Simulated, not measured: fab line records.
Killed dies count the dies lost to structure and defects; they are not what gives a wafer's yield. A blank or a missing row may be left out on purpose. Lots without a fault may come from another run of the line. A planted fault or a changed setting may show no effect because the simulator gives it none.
Matching of chambers + flow gf180mcu + cmp-02 running GF_CONTACT_CMP_27: 4 sister chambers
The step polishes, stops on SiO2, t overpolish 15 s, target thk 0 nm. 4 wafers are shown with their chamber, then 9 later ones without.

== EACH WAFER AND ITS CHAMBER ==
| wafer  | chamber | motor_current_A (A) |
|--------|---------|---------------------|
| L395.5 | 2       | 12.3                |
| L403.2 | 3       | 10.7                |
| L403.3 | 0       | 10.4                |
| L403.4 | 1       | 12.6                |

== WAFERS WHOSE CHAMBER IS MISSING ==
| wafer  | motor_current_A (A) |
|--------|---------------------|
| L405.2 | 11.8                |
| L405.5 | 12.7                |
| L405.6 | 11.0                |
| L406.1 | 12.1                |
| L406.3 | 12.7                |
| L406.5 | 10.9                |
| L407.1 | 12.3                |
| L407.2 | 10.8                |
| L407.5 | 11.5                |

== EACH ONE'S CHAMBER ==
| wafer  | from the rows above               | in truth |
|--------|-----------------------------------|----------|
| L405.2 | can't be placed: 2 or 1 or 3      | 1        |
| L405.5 | can't be placed: 1 or 2           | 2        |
| L405.6 | can't be placed: 3 or 0           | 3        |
| L406.1 | can't be placed: 2 or 1           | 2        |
| L406.3 | can't be placed: 1 or 2           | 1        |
| L406.5 | can't be placed: 3 or 0           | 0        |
| L407.1 | can't be placed: 2 or 1           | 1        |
| L407.2 | can't be placed: 3 or 0           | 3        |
| L407.5 | can't be placed: 2 or 3 or 0 or 1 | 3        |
Correctly placed: 0 of 9. Unplaceable from these rows: 9, with the true chamber sitting among the candidates in 9. 0 placed wrongly.
How it was worked out, from the rows above alone: a wafer's distance from a chamber is the root of the sum, over the readings, of the square of ((its reading less the chamber's mean) divided by the reading's scatter). The wafer belongs to the nearest chamber; if the next one is less than 2 further off, it can't be placed. For every chamber, the mean is computed from those of its wafers that are shown. The scatter: with one shown wafer a chamber, the root of the mean of the squares of how far each hidden wafer lies from its nearest shown one.
